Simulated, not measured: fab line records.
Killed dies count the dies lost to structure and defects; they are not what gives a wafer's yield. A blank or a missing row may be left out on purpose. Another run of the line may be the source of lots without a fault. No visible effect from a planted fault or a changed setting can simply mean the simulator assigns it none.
Which tool did it? | flow gf180mcu | 39 wafers sampled from 13 lots at 1 step of a route of 602

WHAT EACH GAUGE READ, for each wafer
GF_V3_RS_MEAS_24: measurement is done with a four-point probe.
lot  | measured     | on            | V3_W_RS (ohm/sq)
L879 | day 23 07:10 | film-metro-04 | 0.331 0.334 0.332
L880 | day 24 03:46 | film-metro-03 | 0.323 0.324 0.324
L881 | day 24 06:53 | film-metro-04 | 0.329 0.328 0.327
L883 | day 24 20:12 | film-metro-04 | 0.323 0.320 0.323
L882 | day 25 00:33 | film-metro-04 | 0.323 0.325 0.323
L884 | day 25 02:05 | film-metro-01 | 0.327 0.331 0.326
L886 | day 25 21:17 | film-metro-01 | 0.326 0.328 0.326
L887 | day 26 04:22 | film-metro-04 | 0.327 0.328 0.324
L890 | day 27 05:20 | film-metro-03 | 0.328 0.331 0.326
L891 | day 27 09:07 | film-metro-01 | 0.326 0.329 0.327
L893 | day 28 03:50 | film-metro-04 | 0.329 0.331 0.326
L897 | day 29 00:27 | film-metro-03 | 0.329 0.328 0.330
L901 | day 30 02:26 | film-metro-03 | 0.319 0.316 0.320

EACH LOT AND THE TOOL THAT RAN IT (in order: tool; ch and the chambers of the sampled wafers; start)
Record: no process step prior to these readings.

WHAT THE TOOLS THEMSELVES READ (means of the sampled wafers that have a number; where no wafer has one, the mark that the record gives instead)
The record holds no such reading with a usual standard deviation.

THE ANSWER, worked out from the rows above alone
Rule: the usual values come from the lots themselves. Put in order of their means at a reading, lots are off if they are a third of the lots or fewer, leave a main group of 4 or more, and stand apart from it by a gap of 3 or more times the standard deviation of the main group's means; of several such gaps the widest counts. Not used: any main group whose means are identical at the precision the tables above print for the reading. A lot without any number at a reading at which 4 lots or more have one is off too. Any other lot the step has rows for is counted as sound. Order of review: gauges by route order, followed by the tools' own readings, for which a lot's mean as printed above is used. The first step at which some lot is off is used, and at that step the reading that is off furthest; a lot without a number counts as furthest.
No lot is off on any of the readings shown, so nothing can be concluded from this.

WHAT THE SIMULATOR HAD PUT IN
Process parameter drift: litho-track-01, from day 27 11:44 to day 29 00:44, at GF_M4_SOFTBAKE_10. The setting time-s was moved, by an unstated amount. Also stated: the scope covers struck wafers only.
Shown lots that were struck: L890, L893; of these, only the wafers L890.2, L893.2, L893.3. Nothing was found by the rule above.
